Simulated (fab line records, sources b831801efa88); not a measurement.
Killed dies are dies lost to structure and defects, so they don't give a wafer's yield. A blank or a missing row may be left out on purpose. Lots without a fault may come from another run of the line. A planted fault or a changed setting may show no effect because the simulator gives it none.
Which tool did it? | flow sky130 | 10 lots, 30 wafers sampled, at 6 steps of a route of 708

WHAT THE GAUGES READ, wafer by wafer
The record holds no reading of a measuring or inspecting step that can be judged against a usual standard deviation.

WHICH TOOL RAN EACH LOT (tool, then ch and the chambers of the sampled wafers, then the start)
lot  | SKY_FIELD_ISO_ETCH_15             | SKY_FIELD_ISO_STRIP_16              | SKY_VT_ADJUST_HVTR_STRIP_10          | SKY_LI_CONTACT_STRIP_16              | SKY_LI_CONTACT_CMP_24         | SKY_PAD_OPEN_PROBE_99
L840 | rie_diel-04 ch 1,2, day 2 15:44   | plasma_asher-01 ch 0,1, day 2 15:49 | plasma_asher-02 ch 0,1, day 10 03:39 | plasma_asher-01 ch 0,1, day 29 12:38 | cmp-01 ch 1,2, day 29 13:23   | prober-01, day 46 01:51
L841 | rie_diel-03 ch 0,1,3, day 2 22:44 | plasma_asher-04 ch 0,1, day 2 22:49 | plasma_asher-04 ch 0,1, day 10 05:46 | plasma_asher-02 ch 0,1, day 29 16:23 | cmp-01 ch 1,2, day 29 17:05   | prober-02, day 46 03:57
L842 | rie_diel-02 ch 0,2,3, day 3 02:47 | plasma_asher-04 ch 0,1, day 3 02:50 | plasma_asher-02 ch 0,1, day 10 14:02 | plasma_asher-04 ch 0,1, day 29 20:45 | cmp-02 ch 0,2,3, day 29 21:34 | prober-01, day 46 09:14
L843 | rie_diel-03 ch 0,2, day 3 07:26   | plasma_asher-03 ch 0,1, day 3 07:30 | plasma_asher-02 ch 0,1, day 10 18:56 | plasma_asher-04 ch 0,1, day 30 08:54 | cmp-01 ch 0,2, day 30 10:13   | prober-02, day 46 17:50
L848 | rie_diel-03 ch 1,2,3, day 4 09:11 | plasma_asher-01 ch 0,1, day 4 09:15 | plasma_asher-03 ch 0,1, day 12 16:55 | plasma_asher-02 ch 1, day 32 10:23   | cmp-01 ch 1,3, day 32 11:11   | prober-01, day 48 04:25
L850 | rie_diel-03 ch 0,1,3, day 5 11:26 | plasma_asher-03 ch 0,1, day 5 11:29 | plasma_asher-03 ch 0,1, day 13 17:47 | plasma_asher-04 ch 0, day 33 22:23   | cmp-01 ch 0,3, day 33 23:18   | prober-02, day 49 03:27
L851 | rie_diel-02 ch 0,1,3, day 5 11:41 | plasma_asher-01 ch 0,1, day 5 11:44 | plasma_asher-02 ch 0,1, day 13 17:32 | plasma_asher-01 ch 0,1, day 33 20:22 | cmp-01 ch 1,2,3, day 33 21:12 | prober-01, day 49 01:13
L856 | rie_diel-04 ch 0,2,3, day 6 01:11 | plasma_asher-04 ch 0,1, day 6 01:14 | plasma_asher-02 ch 0,1, day 14 08:29 | plasma_asher-01 ch 0,1, day 34 13:50 | cmp-02 ch 0,2,3, day 34 14:39 | prober-01, day 49 16:05
L857 | rie_diel-04 ch 1,2,3, day 6 06:56 | plasma_asher-01 ch 0,1, day 6 06:59 | plasma_asher-02 ch 0,1, day 14 15:55 | plasma_asher-04 ch 0,1, day 34 23:25 | cmp-02 ch 0,1,2, day 35 00:12 | prober-02, day 49 20:28
L858 | rie_diel-02 ch 1,2, day 6 15:11   | plasma_asher-04 ch 0,1, day 6 15:14 | plasma_asher-04 ch 0,1, day 14 21:58 | plasma_asher-02 ch 0,1, day 35 05:10 | cmp-02 ch 0,1, day 35 05:54   | prober-01, day 49 23:50
- SKY_FIELD_ISO_ETCH_15: etches the open film in CHF3/O2, stops on Si, target depth 180 nm, time 72 s.
- SKY_FIELD_ISO_STRIP_16: strips in O2/N2.
- SKY_VT_ADJUST_HVTR_STRIP_10: strips in O2/N2.
- SKY_LI_CONTACT_STRIP_16: strips in O2/N2.
- SKY_LI_CONTACT_CMP_24: polishes, stops on PSG, t overpolish 20 s, target thk 0 nm.
- SKY_PAD_OPEN_PROBE_99

WHAT THE TOOLS THEMSELVES READ (means of the sampled wafers that have a number; where no wafer has one, the mark that the record gives instead)
SKY_FIELD_ISO_ETCH_15.
lot  | tool        | chamber_pressure_mTorr (mTorr) | drypump_motor_current_A (A) | oes_product_au (a.u.) | run_length_s (s) | throttle_valve_pct (%)
L840 | rie_diel-04 | 40.05                          | 5.9                         | 0.944                 | 99.9             | 8.844
L841 | rie_diel-03 | 40.02                          | 5.5                         | 0.940                 | 100.1            | 8.833
L842 | rie_diel-02 | 39.99                          | 6.1                         | 0.944                 | 100.0            | 8.849
L843 | rie_diel-03 | 39.98                          | 5.9                         | 0.940                 | 100.2            | 8.841
L848 | rie_diel-03 | 40.05                          | 5.9                         | 0.968                 | 94.9             | 8.859
L850 | rie_diel-03 | 39.96                          | 5.5                         | 0.961                 | 95.1             | 8.845
L851 | rie_diel-02 | 40.01                          | 5.8                         | 0.941                 | 100.2            | 8.846
L856 | rie_diel-04 | 40.01                          | 6.0                         | 0.940                 | 100.2            | 8.834
L857 | rie_diel-04 | 40.04                          | 5.8                         | 0.944                 | 100.1            | 8.849
L858 | rie_diel-02 | 39.99                          | 5.6                         | 0.941                 | 100.1            | 8.845

SKY_FIELD_ISO_STRIP_16.
lot  | tool            | chamber_pressure_mTorr (mTorr) | drypump_motor_current_A (A) | oes_product_au (a.u.) | strip_time_to_endpoint_s (s)
L840 | plasma_asher-01 | 1500.6                         | 6.3                         | 0.375                 | 3.52
L841 | plasma_asher-04 | 1500.9                         | 5.7                         | 0.380                 | 3.53
L842 | plasma_asher-04 | 1500.2                         | 5.4                         | 0.379                 | 3.57
L843 | plasma_asher-03 | 1499.6                         | 6.1                         | 0.377                 | 3.50
L848 | plasma_asher-01 | 1499.2                         | 6.1                         | 0.387                 | 3.63
L850 | plasma_asher-03 | 1501.2                         | 6.3                         | 0.384                 | 3.66
L851 | plasma_asher-01 | 1499.1                         | 6.1                         | 0.378                 | 3.57
L856 | plasma_asher-04 | 1499.6                         | 5.4                         | 0.376                 | 3.53
L857 | plasma_asher-01 | 1499.3                         | 6.1                         | 0.379                 | 3.58
L858 | plasma_asher-04 | 1500.3                         | 5.7                         | 0.381                 | 3.60

SKY_VT_ADJUST_HVTR_STRIP_10.
lot  | tool            | chamber_pressure_mTorr (mTorr) | drypump_motor_current_A (A) | oes_product_au (a.u.) | strip_time_to_endpoint_s (s)
L840 | plasma_asher-02 | 1498.2                         | 5.7                         | 0.716                 | 14.26
L841 | plasma_asher-04 | 1500.6                         | 5.5                         | 0.715                 | 14.14
L842 | plasma_asher-02 | 1499.3                         | 5.7                         | 0.721                 | 14.15
L843 | plasma_asher-02 | 1499.9                         | 5.7                         | 0.715                 | 14.16
L848 | plasma_asher-03 | 1500.0                         | 6.2                         | 0.717                 | 14.19
L850 | plasma_asher-03 | 1498.0                         | 6.2                         | 0.712                 | 14.24
L851 | plasma_asher-02 | 1500.8                         | 5.7                         | 0.710                 | 14.23
L856 | plasma_asher-02 | 1500.0                         | 5.7                         | 0.715                 | 14.28
L857 | plasma_asher-02 | 1499.8                         | 5.7                         | 0.715                 | 14.25
L858 | plasma_asher-04 | 1499.6                         | 5.7                         | 0.717                 | 14.23

SKY_LI_CONTACT_STRIP_16.
lot  | tool            | chamber_pressure_mTorr (mTorr) | drypump_motor_current_A (A) | oes_product_au (a.u.) | strip_time_to_endpoint_s (s)
L840 | plasma_asher-01 | 1500.8                         | 6.1                         | 0.374                 | 3.48
L841 | plasma_asher-02 | 1500.6                         | 5.7                         | 0.377                 | 3.55
L842 | plasma_asher-04 | 1500.0                         | 5.7                         | 0.377                 | 3.52
L843 | plasma_asher-04 | 1499.9                         | 5.4                         | 0.379                 | 3.52
L848 | plasma_asher-02 | 1500.8                         | 5.6                         | 0.372                 | 3.52
L850 | plasma_asher-04 | 1499.3                         | 5.2                         | 0.373                 | 3.49
L851 | plasma_asher-01 | 1500.2                         | 6.2                         | 0.377                 | 3.50
L856 | plasma_asher-01 | 1498.5                         | 6.2                         | 0.374                 | 3.48
L857 | plasma_asher-04 | 1499.4                         | 5.5                         | 0.375                 | 3.48
L858 | plasma_asher-02 | 1501.0                         | 5.7                         | 0.376                 | 3.49

SKY_LI_CONTACT_CMP_24.
lot  | tool   | motor_current_A (A) | overpolish_run_s (s) | platen_rpm (rpm) | retaining_ring_pressure_frac | slurry_filter_dp_kPa (kPa) | time_to_endpoint_s (s)
L840 | cmp-01 | 12.7                | 19.993               | 59.99            | 0.995                        | 13.35                      | 96
L841 | cmp-01 | 11.9                | 20.004               | 60.01            | 1.002                        | 13.51                      | 93
L842 | cmp-02 | 11.6                | 19.991               | 59.98            | 0.998                        | 13.62                      | 90
L843 | cmp-01 | 11.9                | 20.006               | 59.99            | 1.003                        | 13.42                      | 92
L848 | cmp-01 | 12.6                | 19.994               | 59.98            | 1.004                        | 13.43                      | 94
L850 | cmp-01 | 12.1                | 19.992               | 60.01            | 0.996                        | 13.50                      | 96
L851 | cmp-01 | 11.7                | 19.992               | 60.02            | 1.005                        | 13.55                      | 92
L856 | cmp-02 | 11.5                | 19.997               | 59.99            | 0.999                        | 13.54                      | 96
L857 | cmp-02 | 10.8                | 20.000               | 59.99            | 0.997                        | 13.33                      | 92
L858 | cmp-02 | 10.6                | 20.000               | 59.99            | 1.000                        | 13.56                      | 92

SKY_PAD_OPEN_PROBE_99.
lot  | tool      | killed_at_M0_to_M3 | killed_at_M4_up | killed_at_contacts | killed_at_front_end | killed_at_other | killed_dies | killed_on_rim | killed_open | killed_short
L840 | prober-01 | 43                 | 3.0             | 22                 | 13                  | 0.7             | 82          | 15            | 40          | 43
L841 | prober-02 | 46                 | 3.3             | 21                 | 16                  | 0.0             | 87          | 16            | 45          | 42
L842 | prober-01 | 45                 | 2.7             | 24                 | 12                  | 0.0             | 83          | 18            | 45          | 38
L843 | prober-02 | 41                 | 3.0             | 23                 | 23                  | 0.0             | 90          | 18            | 51          | 38
L848 | prober-01 | 47                 | 1.3             | 24                 | 157                 | 0.3             | 229         | 45            | 51          | 42
L850 | prober-02 | 39                 | 4.7             | 22                 | 153                 | 0.3             | 218         | 42            | 40          | 45
L851 | prober-01 | 53                 | 3.7             | 25                 | 15                  | 1.0             | 97          | 20            | 52          | 45
L856 | prober-01 | 43                 | 1.7             | 20                 | 12                  | 0.3             | 77          | 18            | 41          | 36
L857 | prober-02 | 42                 | 3.3             | 23                 | 11                  | 0.3             | 80          | 15            | 42          | 39
L858 | prober-01 | 43                 | 1.0             | 19                 | 19                  | 0.0             | 82          | 16            | 41          | 41

THE ANSWER, worked out from the rows above alone
Rule: what is usual is taken from the lots themselves. Put in order of their means at a reading, lots are off if they are a third of the lots or fewer, leave a main group of 4 or more, and stand apart from it by a gap of 3 or more times the standard deviation of the main group's means; of several such gaps the widest counts. A main group whose means are all the same, to the digits that the tables above print for the reading, isn't used. A lot without any number at a reading at which 4 lots or more have one is off too. The other lots that the step has rows for count as sound. The gauges are gone through in route order, then the tools' own readings, and for those a lot's mean is taken as printed above. The first step at which some lot is off is used, and at that step the reading that is off furthest; a lot without a number counts as furthest.
Off: L848, L850, at SKY_FIELD_ISO_ETCH_15 (run_length_s). The main group: mean 100.1 s, standard deviation 0.1.
A tool fits if, at that step or a process step before it, it ran every lot that is off, and no sound lot after the first of them. One fits: rie_diel-03 at SKY_FIELD_ISO_ETCH_15. Its last sound lot is L843 (day 3 07:26), its first lot that is off L848 (day 4 09:11): a fault that began between those two fits.
The tool's own readings at SKY_FIELD_ISO_ETCH_15 bear it out: on the lots that are off they differ by more than 5 times the standard deviation of the sound lots' means. oes_product_au reads 0.964 a.u. there against 0.942 a.u. on the sound lots; run_length_s reads 95.0 s there against 100.1 s on the sound lots.

WHAT THE SIMULATOR HAD PUT IN
Process parameter drift: rie_diel-03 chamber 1, from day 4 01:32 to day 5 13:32, at SKY_FIELD_ISO_ETCH_15. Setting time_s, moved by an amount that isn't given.
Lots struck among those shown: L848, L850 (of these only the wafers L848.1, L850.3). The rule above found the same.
